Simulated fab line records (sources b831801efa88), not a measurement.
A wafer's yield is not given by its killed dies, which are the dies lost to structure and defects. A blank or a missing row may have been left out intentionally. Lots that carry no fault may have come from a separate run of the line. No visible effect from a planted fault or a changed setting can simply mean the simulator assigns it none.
Matching of chambers	flow gf180mcu	4 sister chambers for GF_V4_CMP_26 on cmp-01
The step polishes, stops on SiO2, t overpolish 15 s, target thk 0 nm. 17 wafers are shown with their chamber, then 8 later ones without.

== WAFERS WITH THEIR CHAMBER ==
wafer	chamber	motor current A (A)	overpolish run s (s)	time to endpoint s (s)
L146.2	0	9.8	14.997	81
L146.4	2	10.7	14.985	80
L146.6	1	10.7	15.005	82
L150.2	0	9.7	14.998	81
L150.3	1	10.9	15.000	86
L150.6	0	10.1	15.007	83
L151.1	2	11.0	14.996	85
L151.2	1	11.1	15.001	85
L151.3	3	10.5	15.004	82
L152.3	1	10.3	14.982	85
L152.5	2	9.4	15.008	82
L152.6	3	10.4	15.010	81
L153.1	3	9.8	15.005	86
L153.2	0	9.5	15.007	84
L153.4	2	10.3	15.005	83
L154.2	1	10.5	15.000	88
L154.5	2	10.5	15.004	89

SIGNATURES (means of the wafers above)
reading	chamber 0	chamber 1	chamber 2	chamber 3	scatter within a chamber
motor current A	9.775	10.700	10.380	10.233	0.424
overpolish run s	15.00225	14.99760	14.99960	15.00633	0.00774
time to endpoint s	82.25	85.20	83.80	83.00	2.58
Rule: a wafer lies at a distance from a chamber equal to the root of the sum of squares, over the readings, of (its reading less the chamber's mean, divided by the reading's scatter). The wafer belongs to the nearest chamber; if the next one is less than 2 further off, it can't be placed. How the scatter is found: for the shown wafers, subtract from each reading the mean of its chamber, square and add these, divide the total by (wafers less chambers), then take the root.

== WAFERS WITH NO CHAMBER GIVEN ==
wafer	motor current A (A)	overpolish run s (s)	time to endpoint s (s)
L154.6	10.9	14.989	87
L155.2	9.9	14.985	86
L155.3	10.9	15.001	87
L155.5	9.6	14.997	85
L158.3	10.4	15.004	84
L158.4	10.7	14.995	81
L160.2	9.8	14.984	82
L160.5	9.9	14.995	79

== CHAMBER TAKEN BY EACH ==
wafer	from the rows above	in truth
L154.6	can't be placed: 1 or 2 or 3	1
L155.2	can't be placed: 2 or 1 or 0 or 3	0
L155.3	can't be placed: 1 or 2 or 3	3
L155.5	can't be placed: 0 or 2 or 3 or 1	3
L158.3	can't be placed: 2 or 3 or 1 or 0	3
L158.4	can't be placed: 2 or 1 or 3 or 0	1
L160.2	can't be placed: 0 or 2 or 1 or 3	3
L160.5	can't be placed: 0 or 2 or 3 or 1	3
0 of 8 placed correctly. These rows do not allow placing 8 (true chamber among the candidates in 8). 0 placed wrongly.
